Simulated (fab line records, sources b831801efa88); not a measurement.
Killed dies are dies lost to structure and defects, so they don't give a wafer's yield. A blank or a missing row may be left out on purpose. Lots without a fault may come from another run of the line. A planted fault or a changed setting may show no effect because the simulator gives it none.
Which tool did it? | flow sfq_line | 14 lots, 42 wafers sampled, at 1 step of a route of 325

WHAT THE GAUGES READ, wafer by wafer
SFQ_I4_OVL_MEAS_928.
lot  | measured     | on         | I4_OVL (nm)
L860 | day 50 00:47 | overlay-02 | -5 -3 -3
L861 | day 50 14:07 | overlay-01 | 5 7 1
L862 | day 50 15:19 | overlay-01 | -3 -3 5
L863 | day 51 08:13 | overlay-02 | 2 0 0
L865 | day 51 12:49 | overlay-02 | 9 5 7
L868 | day 51 18:49 | overlay-02 | -10 7 -5
L870 | day 51 21:13 | overlay-02 | 11 4 10
L873 | day 52 06:22 | overlay-01 | -3 -5 -1
L874 | day 57 01:04 | overlay-01 | -6 3 -3
L875 | day 58 04:38 | overlay-01 | 0 8 2
L876 | day 58 20:13 | overlay-02 | 9 2 -1
L878 | day 59 07:39 | overlay-02 | 4 -2 -2
L881 | day 60 00:23 | overlay-02 | 1 -3 -4
L882 | day 60 02:47 | overlay-02 | -3 -9 -6

WHICH TOOL RAN EACH LOT (tool, then ch and the chambers of the sampled wafers, then the start)
The record holds no process step before these readings.

WHAT THE TOOLS THEMSELVES READ (means of the sampled wafers that have a number; where no wafer has one, the mark that the record gives instead)
The record holds no such reading with a usual standard deviation.

THE ANSWER, worked out from the rows above alone
Rule: what is usual is taken from the lots themselves. Put in order of their means at a reading, lots are off if they are a third of the lots or fewer, leave a main group of 4 or more, and stand apart from it by a gap of 3 or more times the standard deviation of the main group's means; of several such gaps the widest counts. A main group whose means are all the same, to the digits that the tables above print for the reading, isn't used. A lot without any number at a reading at which 4 lots or more have one is off too. The other lots that the step has rows for count as sound. The gauges are gone through in route order, then the tools' own readings, and for those a lot's mean is taken as printed above. The first step at which some lot is off is used, and at that step the reading that is off furthest; a lot without a number counts as furthest.
No lot is off at any reading shown: from this, nothing can be told.

WHAT THE SIMULATOR HAD PUT IN
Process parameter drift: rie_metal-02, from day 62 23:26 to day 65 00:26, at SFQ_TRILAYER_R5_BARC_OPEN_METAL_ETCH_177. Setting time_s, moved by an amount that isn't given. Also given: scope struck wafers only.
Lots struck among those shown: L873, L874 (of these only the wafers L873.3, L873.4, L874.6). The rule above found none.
